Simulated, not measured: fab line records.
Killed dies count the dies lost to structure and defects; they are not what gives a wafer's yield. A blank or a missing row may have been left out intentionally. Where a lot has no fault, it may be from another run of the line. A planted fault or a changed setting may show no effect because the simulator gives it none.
Which of the tools did it? / flow sky130 / 10 lots, 30 wafers sampled, at 5 steps of a route of 708

## WHAT THE GAUGES READ, wafer by wafer
SKY_VIA2_RS_MEAS_22: a four-point-probe measurement.
lot=L812; measured=day 37 06:27; on=film-metro-03; VIA2_W_RS (ohm/sq)=0.277 0.275 0.271
lot=L815; measured=day 38 08:49; on=film-metro-03; VIA2_W_RS (ohm/sq)=0.272 0.275 0.271
lot=L818; measured=day 39 04:53; on=film-metro-01; VIA2_W_RS (ohm/sq)=0.277 0.274 0.275
lot=L819; measured=day 39 06:39; on=film-metro-02; VIA2_W_RS (ohm/sq)=0.275 0.276 0.277
lot=L825; measured=day 41 15:43; on=film-metro-01; VIA2_W_RS (ohm/sq)=0.278 0.271 0.279
lot=L829; measured=day 43 02:10; on=film-metro-03; VIA2_W_RS (ohm/sq)=0.274 0.272 0.273
lot=L830; measured=day 43 08:05; on=film-metro-01; VIA2_W_RS (ohm/sq)=0.278 0.272 0.276
lot=L831; measured=day 43 10:27; on=film-metro-02; VIA2_W_RS (ohm/sq)=0.273 0.271 0.269
lot=L832; measured=day 43 16:50; on=film-metro-01; VIA2_W_RS (ohm/sq)=0.273 0.271 0.275
lot=L834; measured=day 43 18:58; on=film-metro-01; VIA2_W_RS (ohm/sq)=0.276 0.275 0.271

SKY_CAPM_RS_MEAS_03: a four-point-probe measurement.
lot=L812; measured=day 37 07:16; on=film-metro-03; CAPM_TIN_RS (ohm/sq)=6.89 6.86 6.86
lot=L815; measured=day 38 09:39; on=film-metro-02; CAPM_TIN_RS (ohm/sq)=6.92 6.94 6.82
lot=L818; measured=day 39 05:59; on=film-metro-03; CAPM_TIN_RS (ohm/sq)=6.99 6.92 14.34
lot=L819; measured=day 39 07:29; on=film-metro-03; CAPM_TIN_RS (ohm/sq)=6.95 6.95 6.90
lot=L825; measured=day 41 16:32; on=film-metro-03; CAPM_TIN_RS (ohm/sq)=6.81 6.86 6.85
lot=L829; measured=day 43 03:00; on=film-metro-02; CAPM_TIN_RS (ohm/sq)=6.98 7.06 6.93
lot=L830; measured=day 43 08:55; on=film-metro-02; CAPM_TIN_RS (ohm/sq)=6.99 6.87 7.08
lot=L831; measured=day 43 11:17; on=film-metro-04; CAPM_TIN_RS (ohm/sq)=6.94 7.06 7.02
lot=L832; measured=day 43 17:41; on=film-metro-03; CAPM_TIN_RS (ohm/sq)=7.01 6.99 7.03
lot=L834; measured=day 43 19:47; on=film-metro-04; CAPM_TIN_RS (ohm/sq)=6.78 6.81 6.79

SKY_CAPM_THK_MEAS_04: measures by xrf.
lot=L812; measured=day 37 07:23; on=film-metro-03; CAPM_TIN_THK (nm)=198.2 199.4 200.6
lot=L815; measured=day 38 09:45; on=film-metro-02; CAPM_TIN_THK (nm)=197.4 197.6 201.2
lot=L818; measured=day 39 06:05; on=film-metro-03; CAPM_TIN_THK (nm)=198.1 199.5 98.3
lot=L819; measured=day 39 07:36; on=film-metro-03; CAPM_TIN_THK (nm)=198.6 199.0 199.4
lot=L825; measured=day 41 16:38; on=film-metro-03; CAPM_TIN_THK (nm)=202.5 200.1 200.8
lot=L829; measured=day 43 03:07; on=film-metro-02; CAPM_TIN_THK (nm)=196.4 194.9 198.1
lot=L830; measured=day 43 09:02; on=film-metro-02; CAPM_TIN_THK (nm)=195.8 199.4 194.2
lot=L831; measured=day 43 11:24; on=film-metro-04; CAPM_TIN_THK (nm)=198.2 195.1 196.4
lot=L832; measured=day 43 17:46; on=film-metro-03; CAPM_TIN_THK (nm)=197.3 197.5 196.0
lot=L834; measured=day 43 19:54; on=film-metro-04; CAPM_TIN_THK (nm)=203.0 202.8 203.4

## TOOL THAT RAN EACH LOT (tool first, then ch and the chambers of the sampled wafers, then the start)
lot=L812; SKY_METAL3_SPUTTER_02=pvd-sputter-02, day 37 06:59; SKY_CAPM_SPUTTER_02=pvd-sputter-03, day 37 07:10
lot=L815; SKY_METAL3_SPUTTER_02=pvd-sputter-01, day 38 09:19; SKY_CAPM_SPUTTER_02=pvd-sputter-03, day 38 09:30
lot=L818; SKY_METAL3_SPUTTER_02=pvd-sputter-02, day 39 05:39; SKY_CAPM_SPUTTER_02=pvd-sputter-03, day 39 05:50
lot=L819; SKY_METAL3_SPUTTER_02=pvd-sputter-01, day 39 07:11; SKY_CAPM_SPUTTER_02=pvd-sputter-02, day 39 07:22
lot=L825; SKY_METAL3_SPUTTER_02=pvd-sputter-01, day 41 16:13; SKY_CAPM_SPUTTER_02=pvd-sputter-02, day 41 16:24
lot=L829; SKY_METAL3_SPUTTER_02=pvd-sputter-01, day 43 02:42; SKY_CAPM_SPUTTER_02=pvd-sputter-03, day 43 02:53
lot=L830; SKY_METAL3_SPUTTER_02=pvd-sputter-01, day 43 08:37; SKY_CAPM_SPUTTER_02=pvd-sputter-03, day 43 08:49
lot=L831; SKY_METAL3_SPUTTER_02=pvd-sputter-04, day 43 10:58; SKY_CAPM_SPUTTER_02=pvd-sputter-03, day 43 11:10
lot=L832; SKY_METAL3_SPUTTER_02=pvd-sputter-02, day 43 17:20; SKY_CAPM_SPUTTER_02=pvd-sputter-03, day 43 17:31
lot=L834; SKY_METAL3_SPUTTER_02=pvd-sputter-02, day 43 19:29; SKY_CAPM_SPUTTER_02=pvd-sputter-01, day 43 19:40
- SKY_METAL3_SPUTTER_02: material AlCu, target thk 735 nm, time 39.1 s.
- SKY_CAPM_SPUTTER_02: material TiN, target thk 200 nm, time 166.7 s.

## AS READ BY THE TOOLS THEMSELVES (means over the sampled wafers that have a number; for cases with no such wafer, the mark the record gives instead)
SKY_METAL3_SPUTTER_02.
lot=L812; tool=pvd-sputter-02; throttle-valve-pct (%)=29.7
lot=L815; tool=pvd-sputter-01; throttle-valve-pct (%)=30.4
lot=L818; tool=pvd-sputter-02; throttle-valve-pct (%)=30.2
lot=L819; tool=pvd-sputter-01; throttle-valve-pct (%)=29.9
lot=L825; tool=pvd-sputter-01; throttle-valve-pct (%)=29.1
lot=L829; tool=pvd-sputter-01; throttle-valve-pct (%)=29.9
lot=L830; tool=pvd-sputter-01; throttle-valve-pct (%)=29.4
lot=L831; tool=pvd-sputter-04; throttle-valve-pct (%)=30.0
lot=L832; tool=pvd-sputter-02; throttle-valve-pct (%)=30.3
lot=L834; tool=pvd-sputter-02; throttle-valve-pct (%)=30.3

SKY_CAPM_SPUTTER_02.
lot=L812; tool=pvd-sputter-03; susceptor-temp-C (C)=300.01; throttle-valve-pct (%)=30.7
lot=L815; tool=pvd-sputter-03; susceptor-temp-C (C)=300.14; throttle-valve-pct (%)=29.6
lot=L818; tool=pvd-sputter-03; susceptor-temp-C (C)=299.81; throttle-valve-pct (%)=30.0
lot=L819; tool=pvd-sputter-02; susceptor-temp-C (C)=300.12; throttle-valve-pct (%)=31.1
lot=L825; tool=pvd-sputter-02; susceptor-temp-C (C)=300.05; throttle-valve-pct (%)=28.6
lot=L829; tool=pvd-sputter-03; susceptor-temp-C (C)=300.12; throttle-valve-pct (%)=29.8
lot=L830; tool=pvd-sputter-03; susceptor-temp-C (C)=300.05; throttle-valve-pct (%)=28.8
lot=L831; tool=pvd-sputter-03; susceptor-temp-C (C)=300.15; throttle-valve-pct (%)=29.6
lot=L832; tool=pvd-sputter-03; susceptor-temp-C (C)=300.03; throttle-valve-pct (%)=30.0
lot=L834; tool=pvd-sputter-01; susceptor-temp-C (C)=299.74; throttle-valve-pct (%)=29.3

## THE ANSWER, worked out from the rows above alone
Rule: the lots themselves supply what counts as usual. Put in order of their means at a reading, lots are off if they are a third of the lots or fewer, leave a main group of 4 or more, and stand apart from it by a gap of 3 or more times the standard deviation of the main group's means; of several such gaps the widest counts. Not used: any main group whose means are identical at the precision the tables above print for the reading. Also off: a lot with no number at a reading for which 4 or more lots have one. The other lots that the step has rows for count as sound. The gauges are gone through in route order, then the tools' own readings, and for those a lot's mean is taken as printed above. At the first step where some lot is off, the reading lying furthest off is the one used; lots without a number count as furthest.
Off: L818, seen at SKY_CAPM_RS_MEAS_03 (CAPM_TIN_RS). Main group: mean 6.92 ohm/sq, sd 0.074.
If a tool, at a process step before that reading, ran all the lots that are off and no sound lot after the first of them, it fits. Not tried: the gauges at SKY_CAPM_RS_MEAS_03; whatever is off there is also off at SKY_CAPM_SPUTTER_02, on other tools, and gauge error can't account for it. None of those tried fits.

## WHAT THE SIMULATOR PUT IN
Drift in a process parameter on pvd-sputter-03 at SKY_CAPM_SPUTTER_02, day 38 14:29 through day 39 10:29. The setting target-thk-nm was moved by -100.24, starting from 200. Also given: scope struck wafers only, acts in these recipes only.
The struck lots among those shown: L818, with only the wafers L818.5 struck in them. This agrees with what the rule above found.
